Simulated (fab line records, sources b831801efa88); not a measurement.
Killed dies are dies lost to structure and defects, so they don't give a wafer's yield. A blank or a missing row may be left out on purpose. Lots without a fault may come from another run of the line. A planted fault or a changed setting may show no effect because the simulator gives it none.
Split-lot experiment | flow sky130 | 5 lots, 23 wafers read, on a route of 708 steps

THE SPLIT
At SKY_LDD_P_IMPLANT_09, the setting dose_cm2 was moved away from the recipe's 1e+13 on 4 of the 23 wafers read, by -2.2% to +6.3%. The other wafers ran this setting at the recipe's value.

FROM THE SPLIT TO THE READING: what the file shows between them, 1 step
- SKY_LDD_P_STRIP_10: strips in O2/N2

THE READING
LDD_P_TW, at SKY_LDD_P_TW_MEAS_11. Fault-free wafers of this fab line usually give 641.2, standard deviation 2.9.

wafer  | tool, chamber at the split | dose_cm2 as run | against the recipe | LDD_P_TW | against lot-mates on the recipe
L074.1 | implanter-01, 0            | 9.782e+12       | -2.2%              | 635.9    | -4.2
L074.2 | implanter-01, 0            | 1e+13           | recipe             | 639.4    | -
L074.3 | implanter-01, 0            | 1e+13           | recipe             | 638.2    | -
L074.4 | implanter-01, 0            | 1e+13           | recipe             | 642.6    | -
L074.6 | implanter-01, 0            | 9.782e+12       | -2.2%              | 635.6    | -4.5
L078.1 | implanter-03, 0            | 1e+13           | recipe             | 645.8    | -
L078.2 | implanter-03, 0            | 1e+13           | recipe             | 644.2    | -
L078.4 | implanter-03, 0            | 1e+13           | recipe             | 645.9    | -
L078.5 | implanter-03, 0            | 1e+13           | recipe             | 643.7    | -
L078.6 | implanter-03, 0            | 1e+13           | recipe             | 645.2    | -
L081.2 | implanter-01, 0            | 1e+13           | recipe             | 638.8    | -
L081.3 | implanter-01, 0            | 1e+13           | recipe             | 638.2    | -
L081.6 | implanter-01, 0            | 1e+13           | recipe             | 640.9    | -
L083.1 | implanter-01, 0            | 1e+13           | recipe             | 644.5    | -
L083.2 | implanter-01, 0            | 1e+13           | recipe             | 642.9    | -
L083.4 | implanter-01, 0            | 1e+13           | recipe             | 637.9    | -
L083.5 | implanter-01, 0            | 1e+13           | recipe             | 644.9    | -
L083.6 | implanter-01, 0            | 1e+13           | recipe             | 639.0    | -
L085.1 | implanter-01, 0            | 1e+13           | recipe             | 639.5    | -
L085.2 | implanter-01, 0            | 1.063e+13       | +6.3%              | 652.9    | +13.3
L085.3 | implanter-01, 0            | 1.063e+13       | +6.3%              | 651.7    | +12.1
L085.4 | implanter-01, 0            | 1e+13           | recipe             | 640.4    | -
L085.6 | implanter-01, 0            | 1e+13           | recipe             | 639.0    | -

THE FIT
A straight line over all 23 wafers: LDD_P_TW changes by +1.82 for each +1% of dose_cm2; r = +0.80; the points scatter about the line by 2.8.
The same after taking each lot's own level away (the mean of its wafers on the recipe; 23 wafers): +2.01 for each +1%; r = +0.92; scatter 1.7.
On that fit, the largest move of dose_cm2 shifts the reading by 13.
The lots' own levels span 639.30 to 644.96, that is 2.0 times the standard deviation above.
So the lot-to-lot level changes the slope little: the two slopes agree.
Check: with one of the wafers moved furthest among these (+6.3%) left out of the fit, the line predicts +12.1 for it against its lot-mates. It came out at +13.3 against them.

OTHER SPLITS ON THESE WAFERS
These wafers also went through other splits before the reading. Each is held against what the fit with the lots' levels taken away leaves over:
other split on the same wafers      | wafers away from the commonest value | r with LDD_P_TW (lot level and that fit taken away)
SKY_SONOS_ONO_CVD_02 time_s         | 15                                   | +0.00
SKY_SONOS_ONO_EXPOSE_10 dose_mj     | 9                                    | +0.08
SKY_SONOS_ONO_ETCH_15 time_s        | 10                                   | +0.13
SKY_POLY_GATE_CVD_03 pressure_mtorr | 18                                   | +0.00
SKY_POLY_GATE_OXIDATION_20 temp_c   | 15                                   | +0.00
SKY_LDD_P_COAT_02 resist_thk_nm     | 11                                   | +0.03

THE FILE'S OWN FIT
LDD_P_TW changes by +2 for each +1% of dose_cm2, r = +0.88.
